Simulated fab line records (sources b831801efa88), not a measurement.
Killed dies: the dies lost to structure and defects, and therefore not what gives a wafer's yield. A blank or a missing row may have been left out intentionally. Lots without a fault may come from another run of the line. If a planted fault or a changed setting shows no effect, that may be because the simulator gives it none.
Chamber matching || flow gf180mcu || pecvd-01 running GF_PASSIVATION_CVD_02: 3 sister chambers
The step deposits Si3N4, target thk 700 nm, time 486.18 s. 6 wafers are shown with their chamber, then 7 later ones without.

## WAFERS WITH THEIR CHAMBER
{"wafer": "L730.2", "chamber": 0, "heater power outer w (W)": 395, "heater power w (W)": 674}
{"wafer": "L730.6", "chamber": 0, "heater power outer w (W)": 403, "heater power w (W)": 712}
{"wafer": "L733.2", "chamber": 1, "heater power outer w (W)": 472, "heater power w (W)": 741}
{"wafer": "L733.4", "chamber": 2, "heater power outer w (W)": 432, "heater power w (W)": 720}
{"wafer": "L739.1", "chamber": 1, "heater power outer w (W)": 466, "heater power w (W)": 750}
{"wafer": "L739.2", "chamber": 2, "heater power outer w (W)": 393, "heater power w (W)": 693}

## WAFERS WITHOUT THEIR CHAMBER
{"wafer": "L739.3", "heater power outer w (W)": 407, "heater power w (W)": 713}
{"wafer": "L742.2", "heater power outer w (W)": 352, "heater power w (W)": 636}
{"wafer": "L742.3", "heater power outer w (W)": 331, "heater power w (W)": 597}
{"wafer": "L742.6", "heater power outer w (W)": 510, "heater power w (W)": 775}
{"wafer": "L744.1", "heater power outer w (W)": 383, "heater power w (W)": 672}
{"wafer": "L744.2", "heater power outer w (W)": 506, "heater power w (W)": 786}
{"wafer": "L744.6", "heater power outer w (W)": 318, "heater power w (W)": 580}

## WHICH CHAMBER EACH ONE RAN IN
{"wafer": "L739.3", "from the rows above": "can't be placed: 2 or 0", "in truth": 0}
{"wafer": "L742.2", "from the rows above": "can't be placed: 0 or 2", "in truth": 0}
{"wafer": "L742.3", "from the rows above": "can't be placed: 0 or 2", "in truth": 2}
{"wafer": "L742.6", "from the rows above": 1, "in truth": 1}
{"wafer": "L744.1", "from the rows above": "can't be placed: 0 or 2", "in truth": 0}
{"wafer": "L744.2", "from the rows above": 1, "in truth": 1}
{"wafer": "L744.6", "from the rows above": "can't be placed: 0 or 2", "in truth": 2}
2 of 7 placed correctly. These rows do not allow placing 5 (true chamber among the candidates in 5). Number placed wrongly: 0.
How it was worked out, from the rows above alone: a wafer's distance from a chamber is the root of the sum, over the readings, of the square of ((its reading less the chamber's mean) divided by the reading's scatter). The wafer belongs to the nearest chamber; if the next one is less than 2 further off, it can't be placed. Each chamber's mean is taken over the wafers shown for it. The scatter: take each reading less its chamber's mean, square it, sum over the shown wafers, divide by the number of wafers less the number of chambers, and take the root.
